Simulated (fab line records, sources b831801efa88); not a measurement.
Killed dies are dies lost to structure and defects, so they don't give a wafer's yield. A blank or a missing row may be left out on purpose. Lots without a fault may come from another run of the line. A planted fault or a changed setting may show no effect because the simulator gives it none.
A struck lot beside a sound one | flow gf180mcu | 16 steps out of a route of 602
Sound: wafers L774.2, L774.3, L774.6. Struck: wafers L771.1, L771.4, L771.6. The cause comes at the end.
At each step with rows: each side's tool, then ch and its chambers, then its first start. Under that, the readings that differ: sound wafers | struck wafers | difference of the means | sigmas: that difference in standard deviations of wafers without a fault.
alike: readings whose means differ by less than 2 such deviations, and words and numbers that are the same on both sides. not compared: withheld readings, readings that some wafer has no value for, bounds like >300 that may hide the same value, and numbers for which the record gives no deviation and whose values overlap.
The two part at a step that has a row with sigmas, a row that says differs or no value, or rows on one side only. Numbers that don't overlap but have no deviation are shown without sigmas and don't part them. A reading that every wafer of one side lacks parts them only if that side has two wafers or more.

GF_M4_SPUTTER_04: material TiN, target thk 50 nm, time 41.7 s.
  sound on pvd_sputter-01, day 27 03:57; struck on pvd_sputter-04, day 25 18:22
  alike: chamber_pressure_pa, throttle_valve_pct
GF_M4_RS_MEAS_05: measures by four-point-probe.
  sound on film_metro-04, day 27 04:01; struck on film_metro-01, day 25 18:24
  alike: M4_ALCU_RS
GF_M4_THK_MEAS_06: measures by xrf.
  sound on film_metro-04, day 27 04:07; struck on film_metro-01, day 25 18:31
  alike: M4_ALCU_THK
then, 7 steps without rows for these wafers: GF_M4_DEHYDRATE_07 (time 60 s); GF_M4_HMDS_08 (prime time 60 s); GF_M4_COAT_09 (resist thk 1000 nm); GF_M4_SOFTBAKE_10 (time 60 s); GF_M4_EXPOSE_11 (exposes mask Metal4, target cd 280 nm); GF_M4_PEB_12 (peb time 90 s); GF_M4_DEVELOP_13 (develop time 60 s).
GF_M4_CD_MEAS_14: target cd 280 nm.
  sound on cd_sem-01, day 28 00:31; struck on cd_sem-02, day 26 15:30
  reading    | sound             | struck            | difference | sigmas
  cd_nm (nm) | 282.8 282.3 282.7 | 280.2 280.7 279.8 | -2.4       | -2
GF_M4_OVL_MEAS_15:
  sound on overlay-02, day 28 00:37; struck on overlay-01, day 26 15:37
  alike: M4_OVL
GF_M4_METAL_ETCH_16: etches the open film in Cl2/BCl3, stops on SiO2, target depth 627.5 nm, time 104.6 s.
  sound on rie_metal-01 ch 1, day 28 00:39; struck on rie_metal-03 ch 0,1, day 26 15:40
  reading                             | sound             | struck            | difference | sigmas
  bias_w (W)                          | 140.2 140.4 140.6 | 192.5 192.3 192.4 | +52.0      | +99 or more
  model.KrF_of_M4_COAT_09.thk_nm (nm) | 733 736 735.3     | 707.3 714.2 710   | -24.3      |
  alike: drypump_motor_current_A, oes_product_au, throttle_valve_pct
  not compared: rf_hours_counter_h
GF_M4_STRIP_17: strips in O2/N2.
  sound on plasma_asher-04 ch 0,1, day 28 00:46; struck on plasma_asher-04 ch 1, day 26 15:46
  reading                      | sound             | struck            | difference | sigmas
  oes_product_au (a.u.)        | 0.556 0.570 0.562 | 0.549 0.551 0.555 | -0.011     | -2
  strip_time_to_endpoint_s (s) | 7.86 7.88 7.88    | 7.61 7.67 7.65    | -0.23      | -5
  alike: drypump_motor_current_A, heater_power_w
  not compared: rf_hours_counter_h
then, 1 step without rows for these wafers: GF_M4_STRIP_18 (strips in post etch residue remover, time 1200 s).
-- the record jumps here: 5 days lie between the struck wafers' starts before and after (it left off in module M4 and takes up again in module PASSIVATION, whose first step shown is number 602 of the route) --
GF_PASSIVATION_PROBE_99:
  the record has rows for the struck wafers here (prober-01, day 31 19:17) and none for the sound ones

WHERE THEY PART
First at GF_M4_CD_MEAS_14; last, within this record, at GF_PASSIVATION_PROBE_99.

WHY: what the simulator had put in
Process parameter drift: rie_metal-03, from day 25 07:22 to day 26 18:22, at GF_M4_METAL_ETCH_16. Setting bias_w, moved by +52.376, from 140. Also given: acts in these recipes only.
